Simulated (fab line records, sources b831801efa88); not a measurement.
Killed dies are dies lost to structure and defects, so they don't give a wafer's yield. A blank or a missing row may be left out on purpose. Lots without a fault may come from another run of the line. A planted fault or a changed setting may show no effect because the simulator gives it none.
Chamber matching | flow sky130 | SKY_VIA4_CMP_21 on cmp-02: 4 sister chambers
The step polishes, stops on SiO2, t overpolish 25 s, target thk 0 nm. 8 wafers are shown with their chamber, then 12 later ones without.

WAFERS WITH THEIR CHAMBER
wafer  | chamber | motor_current_A (A) | time_to_endpoint_s (s)
L082.1 | 3       | 12.1                | 124
L087.3 | 3       | 11.8                | 123
L091.1 | 1       | 11.2                | 121
L091.2 | 2       | 10.3                | 137
L091.3 | 0       | 11.9                | 124
L093.1 | 1       | 11.5                | 124
L093.2 | 2       | 10.3                | 136
L093.5 | 0       | 13.1                | 127

WAFERS WITHOUT THEIR CHAMBER
wafer  | motor_current_A (A) | time_to_endpoint_s (s)
L094.1 | 10.8                | 127
L094.3 | 11.3                | 123
L094.4 | 12.2                | 118
L095.2 | 11.2                | 116
L095.3 | 12.0                | 121
L095.5 | 11.8                | 126
L096.2 | 11.0                | 124
L096.3 | 12.0                | 129
L096.5 | 10.2                | 128
L097.1 | 12.0                | 128
L097.5 | 10.3                | 124
L097.6 | 11.8                | 125

WHICH CHAMBER EACH WENT THROUGH
wafer  | from the rows above               | in truth
L094.1 | can't be placed: 1 or 3 or 0      | 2
L094.3 | can't be placed: 1 or 3           | 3
L094.4 | can't be placed: 1 or 3 or 0      | 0
L095.2 | can't be placed: 1 or 3           | 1
L095.3 | can't be placed: 3 or 1 or 0      | 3
L095.5 | can't be placed: 0 or 3 or 1      | 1
L096.2 | can't be placed: 1 or 3           | 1
L096.3 | can't be placed: 0 or 3 or 1      | 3
L096.5 | can't be placed: 1 or 3 or 0 or 2 | 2
L097.1 | can't be placed: 0 or 3 or 1      | 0
L097.5 | can't be placed: 1 or 3           | 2
L097.6 | can't be placed: 3 or 0 or 1      | 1
Placed correctly: 0 of 12. Can't be placed from these rows: 12 (the true chamber is among the candidates in 10). Placed wrongly: 0.
How it was worked out, from the rows above alone: a wafer's distance from a chamber is the root of the sum, over the readings, of the square of ((its reading less the chamber's mean) divided by the reading's scatter). The wafer belongs to the nearest chamber; if the next one is less than 2 further off, it can't be placed. A chamber's mean is the mean of its shown wafers. The scatter: the root of (the sum of the squares of (reading less its chamber's mean) over the shown wafers, divided by (wafers less chambers)).
